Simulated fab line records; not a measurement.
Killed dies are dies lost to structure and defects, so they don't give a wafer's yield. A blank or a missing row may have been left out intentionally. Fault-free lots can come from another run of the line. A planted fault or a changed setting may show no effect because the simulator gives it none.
fab line records | flow gf180mcu
[record] lots = 13 wafers = 39 last-day = 34
route steps=602 shown NWELL@46 CONTACT@292 M1@317
lots untouched by any fault: they come from a run of this same line in which no faults occurred
start-h: hours from the record's opening day to when the first of the lot's shown wafers began | wait-h: hours since the lot's step before | " as in the row above | L1.1+2: a single row standing in for several wafers | - no value present, or no start provided | * or withheld: withheld | < > ~ a bound
route shown NAME@n: NAME is a module with steps in the file, n the number in the route of the first one | usual: mean and standard deviation over wafers with no fault | same: alike in all rows | chamber/n: place in a boat | sites: per-site readings | _std_site: the standard deviation of these | _edge_site: mean of outer sites minus mean of inner sites | radius-mm: how far each site lies from the wafer's centre | mask NAME#n: copy n | behind: the last tool/chamber to shape the wafer | hold: why the lot was held/for how many hours/how that ended | device: the n, p or np transistor that did not switch | end of line: tests run on the same wafers once the route is complete | for a step that has no rows: nothing shown but its recipe | killed: dies that structure and defects cost at the first sort, which is not the same as the wafer's yield | map: per-die view of a wafer (x killed, . not killed, _ where there is no die)
set.NAME: the run value of the setting; set.NAME@STEP: its run value at that earlier step | model.NAME: the simulator's own value behind a step, which no gauge read
one table for each step of the route and one row for each wafer, over a sample of lots
services: the hour from which a tool's chamber was out of use, counted from the record's first day as start-h (under 0 if before that day), plus the number of hours and why
[[steps]]
[step GF_NWELL_EXPOSE_04]
[recipe] mask-id = Nwell target-cd-nm = 860 na = 0.6 source-shape = conventional sigma-outer = 0.6 dose-mj = 260
[same] na = 0.6
// columns lot.wafer tool chamber start-h wait-h mask
L608.1+3+4 iline-stepper-01 0 49.61 - Nwell#0
L609.1+3+5 iline-stepper-02 0 54.97 - Nwell#0
L610.1+2+3 iline-stepper-02 0 58.94 - Nwell#0
L611.1+5+6 iline-stepper-01 0 66.00 - Nwell#0
L612.2+3+5 iline-stepper-02 0 71.94 - Nwell#0
L613.2+3+4 iline-stepper-02 0 75.64 - Nwell#0
L618.3+4+5 iline-stepper-01 0 104.17 - Nwell#0
L621.2+3+5 iline-stepper-01 0 121.18 - Nwell#0
L623.4+5+6 iline-stepper-02 0 130.69 - Nwell#0
L624.1+5+6 iline-stepper-02 0 135.04 - Nwell#0
L626.1+2+4 iline-stepper-02 0 146.80 - Nwell#0
L627.3+4+5 iline-stepper-02 0 152.21 - Nwell#0
L630.1+2+6 iline-stepper-02 0 168.22 - Nwell#0
[step GF_NWELL_OVL_MEAS_07]
[usual] NWELL_OVL = 0.4/1.4
// columns lot.wafer tool chamber start-h wait-h NWELL_OVL[nm]
L608.1 overlay-01 - 56.09 - 0.3
L608.3 " - " " 0.2
L608.4 " - " " 0.8
L609.1 overlay-02 - 61.24 - 2.1
L609.3 " - " " 1.0
L609.5 " - " " 2.4
L610.1 overlay-01 - 64.87 - 2.5
L610.2 " - " " 0.7
L610.3 " - " " 3.3
L611.1 overlay-01 - 72.68 - 1.4
L611.5 " - " " 0.7
L611.6 " - " " 0.2
L612.2 overlay-02 - 78.38 - -0.5
L612.3 " - " " -1.0
L612.5 " - " " 0.0
L613.2 overlay-02 - 82.30 - -1.2
L613.3 " - " " -1.8
L613.4 " - " " 0.3
L618.3 overlay-01 - 111.21 - 71.0
L618.4 " - " " 73.8
L618.5 " - " " 71.8
L621.2 overlay-02 - 128.64 - 73.6
L621.3 " - " " 72.0
L621.5 " - " " 70.4
L623.4 overlay-01 - 137.70 - 0.4
L623.5 " - " " 0.4
L623.6 " - " " 0.3
L624.1 overlay-02 - 142.87 - -0.2
L624.5 " - " " 0.7
L624.6 " - " " -1.4
L626.1 overlay-02 - 154.29 - -1.6
L626.2 " - " " -1.6
L626.4 " - " " -1.2
L627.3 overlay-01 - 159.69 - 0.1
L627.4 " - " " 0.9
L627.5 " - " " 1.3
L630.1 overlay-02 - 176.44 - 1.0
L630.2 " - " " 2.5
L630.6 " - " " 1.5
[step GF_CONTACT_BOW_MEAS_05]
[recipe] mode = bow
[usual] CONTACT_BOW = 65/7.6
// columns lot.wafer tool chamber start-h wait-h CONTACT_BOW[um]
L608.1 film-metro-04 - 342.08 0.1 53
L608.3 " - " " 77
L608.4 " - " " 72
L609.1 film-metro-04 - 348.88 0.1 73
L609.3 " - " " 67
L609.5 " - " " 66
L610.1 film-metro-04 - 353.50 0.1 68
L610.2 " - " " 63
L610.3 " - " " 77
L611.1 film-metro-02 - 371.01 0.2 68
L611.5 " - " " 68
L611.6 " - " " 60
L612.2 film-metro-04 - 375.73 0.2 60
L612.3 " - " " 65
L612.5 " - " " 64
L613.2 film-metro-02 - 380.74 0.1 55
L613.3 " - " " 67
L613.4 " - " " 61
L618.3 film-metro-02 - 426.92 0.2 54
L618.4 " - " " 68
L618.5 " - " " 69
L621.2 film-metro-04 - 453.26 0.2 60
L621.3 " - " " 70
L621.5 " - " " 59
L623.4 film-metro-04 - 474.22 0.2 77
L623.5 " - " " 70
L623.6 " - " " 68
L624.1 film-metro-04 - 476.53 0.3 63
L624.5 " - " " 51
L624.6 " - " " 63
L626.1 film-metro-04 - 493.15 0.2 56
L626.2 " - " " 54
L626.4 " - " " 62
L627.3 film-metro-02 - 502.78 0.3 71
L627.4 " - " " 59
L627.5 " - " " 83
L630.1 film-metro-04 - 528.77 0.2 67
L630.2 " - " " 67
L630.6 " - " " 52
[step GF_M1_SPUTTER_02]
[recipe] material = AlCu target-thk-nm = 450 power-w = 10600 time-s = 23.9 chamber-pressure-pa = 0.4
[usual] cathode-dc-power-W = 10600/1.9 throttle-valve-pct = 29.6/0.89
// columns lot.wafer tool chamber start-h wait-h cathode-dc-power-W throttle-valve-pct
L608.1 pvd-sputter-04 - 364.62 0.0 10599 30.3
L608.3 " - " " 10595 30.2
L608.4 " - " " 10600 29.6
L609.1 pvd-sputter-04 - 371.19 0.0 10599 29.4
L609.3 " - " " 10601 30.3
L609.5 " - " " 10599 29.5
L610.1 pvd-sputter-04 - 375.93 0.0 10599 30.4
L610.2 " - " " 10597 29.6
L610.3 " - " " 10601 29.3
L611.1 pvd-sputter-03 - 394.23 0.0 10597 29.1
L611.5 " - " " 10602 29.7
L611.6 " - " " 10601 29.7
L612.2 pvd-sputter-02 - 399.94 0.0 10598 29.5
L612.3 " - " " 10601 28.5
L612.5 " - " " 10601 28.2
L613.2 pvd-sputter-03 - 404.20 0.0 10599 29.5
L613.3 " - " " 10599 30.0
L613.4 " - " " 10601 29.3
L618.3 pvd-sputter-02 - 452.48 0.0 10600 29.0
L618.4 " - " " 10601 29.9
L618.5 " - " " 10598 27.9
L621.2 pvd-sputter-02 - 479.01 0.0 10598 28.8
L621.3 " - " " 10601 29.6
L621.5 " - " " 10601 29.2
L623.4 pvd-sputter-02 - 499.38 0.0 10598 29.2
L623.5 " - " " 10599 29.4
L623.6 " - " " 10602 28.5
L624.1 pvd-sputter-02 - 501.99 0.0 10596 29.0
L624.5 " - " " 10605 29.0
L624.6 " - " " 10602 28.6
L626.1 pvd-sputter-03 - 517.76 0.0 10600 29.9
L626.2 " - " " 10599 29.8
L626.4 " - " " 10601 32.1
L627.3 pvd-sputter-02 - 527.74 0.0 10601 28.2
L627.4 " - " " 10601 29.8
L627.5 " - " " 10602 28.9
L630.1 pvd-sputter-03 - 552.58 0.0 10602 29.7
L630.2 " - " " 10603 29.6
L630.6 " - " " 10601 29.6
[step GF_M1_SPUTTER_04]
[recipe] material = TiN target-thk-nm = 50 power-w = 6500 time-s = 41.7 chamber-pressure-pa = 0.4
[usual] cathode-dc-power-W = 6499.8/1.2 throttle-valve-pct = 29.6/0.89
// columns lot.wafer tool chamber start-h wait-h cathode-dc-power-W throttle-valve-pct
L608.1 pvd-sputter-04 - 364.67 0.0 6499.0 30.4
L608.3 " - " " 6498.4 30.0
L608.4 " - " " 6500.8 29.6
L609.1 pvd-sputter-04 - 371.24 0.0 6500.3 29.7
L609.3 " - " " 6498.4 29.9
L609.5 " - " " 6500.5 29.5
L610.1 pvd-sputter-04 - 375.98 0.0 6500.9 30.3
L610.2 " - " " 6499.3 29.4
L610.3 " - " " 6500.1 29.1
L611.1 pvd-sputter-03 - 394.28 0.0 6499.8 29.1
L611.5 " - " " 6498.0 29.9
L611.6 " - " " 6498.5 29.9
L612.2 pvd-sputter-02 - 399.99 0.0 6498.1 29.9
L612.3 " - " " 6498.4 28.7
L612.5 " - " " 6502.6 28.3
L613.2 pvd-sputter-03 - 404.25 0.0 6500.7 29.8
L613.3 " - " " 6498.8 29.5
L613.4 " - " " 6499.2 29.2
L618.3 pvd-sputter-02 - 452.53 0.0 6501.9 28.8
L618.4 " - " " 6499.6 30.0
L618.5 " - " " 6500.0 28.3
L621.2 pvd-sputter-02 - 479.06 0.0 6501.0 28.6
L621.3 " - " " 6500.1 30.0
L621.5 " - " " 6498.2 28.9
L623.4 pvd-sputter-02 - 499.43 0.0 6500.7 29.1
L623.5 " - " " 6500.4 29.7
L623.6 " - " " 6499.3 28.9
L624.1 pvd-sputter-02 - 502.04 0.0 6499.0 29.1
L624.5 " - " " 6500.2 28.9
L624.6 " - " " 6498.6 28.8
L626.1 pvd-sputter-03 - 517.81 0.0 6499.5 30.0
L626.2 " - " " 6501.5 29.9
L626.4 " - " " 6499.8 32.0
L627.3 pvd-sputter-02 - 527.79 0.0 6501.9 28.2
L627.4 " - " " 6499.9 29.8
L627.5 " - " " 6499.1 29.1
L630.1 pvd-sputter-03 - 552.63 0.0 6501.2 29.7
L630.2 " - " " 6501.1 29.9
L630.6 " - " " 6500.1 29.3
[[services]]
// columns tool chamber start-h hours kind
pvd-sputter-04 - 41.60 32.4 repair
pvd-sputter-02 - 47.76 4.7 repair
pvd-sputter-03 2 68.63 - consumable-replace:kit
pvd-sputter-03 2 68.63 18.0 scheduled-down
pvd-sputter-03 2 68.63 18.0 vent-cycle
pvd-sputter-03 - 75.11 0.9 repair
iline-stepper-01 - 115.50 1.7 pm
iline-stepper-01 - 171.93 2.1 pm
iline-stepper-02 0 179.85 - calibration
iline-stepper-02 - 198.94 8.9 pm
pvd-sputter-03 - 232.21 1.9 repair
iline-stepper-02 - 234.21 1.7 pm
pvd-sputter-04 - 264.15 1.6 repair
pvd-sputter-02 0 281.66 - consumable-replace:kit
pvd-sputter-02 0 281.66 18.0 scheduled-down
pvd-sputter-02 0 281.66 18.0 vent-cycle
iline-stepper-01 - 333.68 1.7 pm
pvd-sputter-04 - 361.37 2.1 repair
iline-stepper-02 0 404.62 - calibration
iline-stepper-01 - 444.50 2.8 repair
iline-stepper-02 - 452.39 1.7 pm
pvd-sputter-02 - 491.67 2.4 repair
pvd-sputter-04 - 493.46 2.8 repair
iline-stepper-01 - 551.86 1.7 pm
[[key]]
[first-sign] step = GF_NWELL_OVL_MEAS_07 reading = NWELL_OVL direction = up sigmas = 50 usual = 0.4 struck = 72.1
effect none on later readings
met-at GF_NWELL_EXPOSE_04
struck-lots L618,L621
tester-left-out L618,L621
not-acting-at GF_CONTACT_BOW_MEAS_05,GF_M1_SPUTTER_02,GF_M1_SPUTTER_04
onset-between 66.00 104.17
[fault] kind = scanner-matching-overlay tool = iline-stepper-01 chamber = - onset-h = 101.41 steps = GF_NWELL_EXPOSE_04 offset = 70.95
// tester-left-out: of these lots the tester's yield and bins aren't shown, on N5 and GAA mostly nor the transistor test; their killed dies are dies lost to structure and defects alone, not to doping, threshold or leakage, so they don't give the yield
